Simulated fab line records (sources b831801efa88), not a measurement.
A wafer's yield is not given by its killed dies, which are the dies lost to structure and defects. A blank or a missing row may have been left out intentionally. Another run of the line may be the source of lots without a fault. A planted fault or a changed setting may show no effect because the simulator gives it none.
Which of the tools did it?    flow gf180mcu    Sampling: 12 lots, 36 wafers, 5 of 602 route steps

== WHAT EACH GAUGE READ, for each wafer ==
GF_HV_LDD_TW_MEAS_50. Usual: for HV_LDD_4_TW the level is 574 and the standard deviation is 11.
lot   measured      on            HV_LDD_4_TW              flag
L692  day 12 10:58  filmMetro-03  556 560 560              
L693  day 12 18:07  filmMetro-03  556 558 560              
L695  day 13 15:18  filmMetro-02  581 585 586              
L696  day 13 22:50  filmMetro-02  585 581 585              
L701  day 15 08:51  filmMetro-02  946 945 944 947 954 951  OFF
L702  day 15 18:15  filmMetro-04  951 951 949 954 944 946  OFF
L703  day 16 04:11  filmMetro-02  581 582 580              
L710  day 18 07:12  filmMetro-04  579 576 576              
L711  day 18 15:53  filmMetro-02  579 582 582              
L712  day 19 06:46  filmMetro-04  576 576 572              
L713  day 19 10:56  filmMetro-03  559 560 561              
L715  day 20 03:20  filmMetro-04  582 581 580              

GF_M1_OVL_MEAS_15. Usual: for M1_OVL the level is 0 nm and the standard deviation is 5.3.
lot   measured      on          M1_OVL (nm)  flag
L692  day 17 03:19  overlay-02  6 3 11       
L693  day 17 12:28  overlay-01  2 0 2        
L695  day 18 12:37  overlay-02  -4 0 5       
L696  day 18 21:18  overlay-01  -2 -1 -1     
L701  day 20 14:03  overlay-02  -1 0 -3      
L702  day 21 00:06  overlay-01  6 0 1        
L703  day 21 11:57  overlay-01  -3 4 5       
L710  day 23 13:31  overlay-02  -1 -9 0      
L711  day 23 22:13  overlay-02  7 5 4        
L712  day 24 11:17  overlay-02  8 1 -1       
L713  day 24 15:04  overlay-01  1 3 1        
L715  day 25 04:27  overlay-01  2 -3 3       

GF_M2_OVL_MEAS_15. Usual: for M2_OVL the level is 0 nm and the standard deviation is 5.1.
lot   measured      on          M2_OVL (nm)  flag
L692  day 19 06:10  overlay-01  -3 -7 -7     
L693  day 19 15:04  overlay-02  4 -3 1       
L695  day 20 16:20  overlay-01  6 5 2        
L696  day 21 01:51  overlay-02  0 1 -6       
L701  day 22 15:58  overlay-02  -7 -3 -10    
L702  day 23 02:08  overlay-02  -1 -4 2      
L703  day 23 13:37  overlay-01  -2 3 -2      
L710  day 25 13:04  overlay-01  -9 5 3       
L711  day 25 20:46  overlay-01  0 1 3        
L712  day 26 08:29  overlay-02  0 5 1        
L713  day 26 11:20  overlay-01  3 3 5        
L715  day 27 01:11  overlay-01  1 5 2        

== EACH LOT AND THE TOOL THAT RAN IT (in order: tool; ch and the chambers of the sampled wafers; start) ==
lot   GF_DNWELL_STRIP_08                  GF_HV_LDD_IMPLANT_48
L692  plasmaAsher-01 ch 0,1, day 2 21:41  implanter-04 ch 0, day 12 10:44
L693  plasmaAsher-01 ch 0,1, day 3 02:35  implanter-03 ch 0, day 12 17:54
L695  plasmaAsher-02 ch 0,1, day 3 13:38  implanter-02 ch 0, day 13 15:05
L696  plasmaAsher-01 ch 0,1, day 3 18:56  implanter-03 ch 0, day 13 22:35
L701  plasmaAsher-02 ch 0,1, day 4 18:53  implanter-03 ch 0, day 15 08:36
L702  plasmaAsher-02 ch 0,1, day 5 00:11  implanter-03 ch 0, day 15 18:00
L703  plasmaAsher-03 ch 0,1, day 5 04:56  implanter-02 ch 0, day 16 03:56
L710  plasmaAsher-03 ch 0, day 6 17:14    implanter-02 ch 0, day 18 06:58
L711  plasmaAsher-02 ch 0,1, day 6 22:53  implanter-02 ch 0, day 18 15:38
L712  plasmaAsher-02 ch 0,1, day 7 04:47  implanter-03 ch 0, day 19 06:32
L713  plasmaAsher-01 ch 0,1, day 7 09:14  implanter-04 ch 0, day 19 10:41
L715  plasmaAsher-02 ch 0,1, day 7 22:44  implanter-04 ch 0, day 20 03:06
- GF_DNWELL_STRIP_08: strips in O2/N2.
- GF_HV_LDD_IMPLANT_48

== WHAT THE TOOLS THEMSELVES READ (means of the sampled wafers that have a number; where no wafer has one, the mark that the record gives instead) ==
GF_DNWELL_STRIP_08. Usual: chamberPressureMTorr 1500.0 mTorr, standard deviation 1.5; drypumpMotorCurrentA 5.79 A, standard deviation 0.18; heaterPowerW 353 W, standard deviation 34; oesProductAu 0.721 a.u., standard deviation 0.0047; stripTimeToEndpointS 37.04 s, standard deviation 0.13.
lot   tool            chamberPressureMTorr (mTorr)  drypumpMotorCurrentA (A)  heaterPowerW (W)  oesProductAu (a.u.)  stripTimeToEndpointS (s)  flag
L692  plasmaAsher-01  1500.7                        5.68                      358               0.723                36.92                     
L693  plasmaAsher-01  1500.4                        5.72                      342               0.721                37.07                     
L695  plasmaAsher-02  1499.6                        5.73                      343               0.724                37.11                     
L696  plasmaAsher-01  1500.8                        5.69                      356               0.721                37.15                     
L701  plasmaAsher-02  1500.1                        5.83                      355               0.720                37.28                     
L702  plasmaAsher-02  1499.3                        5.83                      345               0.722                37.10                     
L703  plasmaAsher-03  1500.2                        6.08                      359               0.721                36.97                     
L710  plasmaAsher-03  1501.6                        6.14                      340               0.721                37.01                     
L711  plasmaAsher-02  1499.2                        5.70                      336               0.724                37.17                     
L712  plasmaAsher-02  1499.6                        5.83                      352               0.719                36.95                     
L713  plasmaAsher-01  1499.6                        5.67                      363               0.722                36.92                     
L715  plasmaAsher-02  1499.8                        5.71                      344               0.723                37.06                     

GF_HV_LDD_IMPLANT_48. Usual: beamOnS 10.01 s, standard deviation 0.21; doseIonsCm2 3e+13, standard deviation 3.1e+10; endStationPressureTorr 5.16e-06 Torr, standard deviation 2.6e-07; faradayCurrentUA 169, standard deviation 3.6.
lot   tool          beamOnS (s)  doseIonsCm2  endStationPressureTorr (Torr)  faradayCurrentUA  flag
L692  implanter-04  9.93         3e+13        5.26e-06                       171               
L693  implanter-03  10.02        3e+13        5.24e-06                       169               
L695  implanter-02  9.82         3e+13        5.08e-06                       172               
L696  implanter-03  10.03        3e+13        5.18e-06                       168               
L701  implanter-03  10.99        1e+14        5.65e-06                       721               OFF
L702  implanter-03  10.85        1e+14        5.56e-06                       728               OFF
L703  implanter-02  9.96         3e+13        4.91e-06                       170               
L710  implanter-02  10.01        3e+13        5.20e-06                       169               
L711  implanter-02  10.24        3e+13        5.22e-06                       165               
L712  implanter-03  9.87         3e+13        5.40e-06                       172               
L713  implanter-04  10.08        3e+13        5.07e-06                       168               
L715  implanter-04  9.88         3e+13        5.03e-06                       171               

== THE ANSWER, worked out from the rows above alone ==
Rule: a lot is off if the mean of its wafers that have a number lies more than 3 standard deviations from the usual mean. A lot without any number at a reading at which 4 lots or more have one is off too. The other lots that the step has rows for count as sound. The gauges are gone through in route order, then the tools' own readings, and for those a lot's mean is taken as printed above. At the first step where some lot is off, the reading lying furthest off is the one used; lots without a number count as furthest.
Off: at GF_HV_LDD_TW_MEAS_50 (HV_LDD_4_TW), L701, L702.
A tool fits if, at a process step before that reading, it ran every lot that is off, and no sound lot after the first of them. Not tried: the gauges at GF_HV_LDD_TW_MEAS_50; whatever is off there is also off at GF_HV_LDD_IMPLANT_48, on other tools, and gauge error can't account for it. Of those tried, none fits.

== WHAT WAS PUT IN BY THE SIMULATOR ==
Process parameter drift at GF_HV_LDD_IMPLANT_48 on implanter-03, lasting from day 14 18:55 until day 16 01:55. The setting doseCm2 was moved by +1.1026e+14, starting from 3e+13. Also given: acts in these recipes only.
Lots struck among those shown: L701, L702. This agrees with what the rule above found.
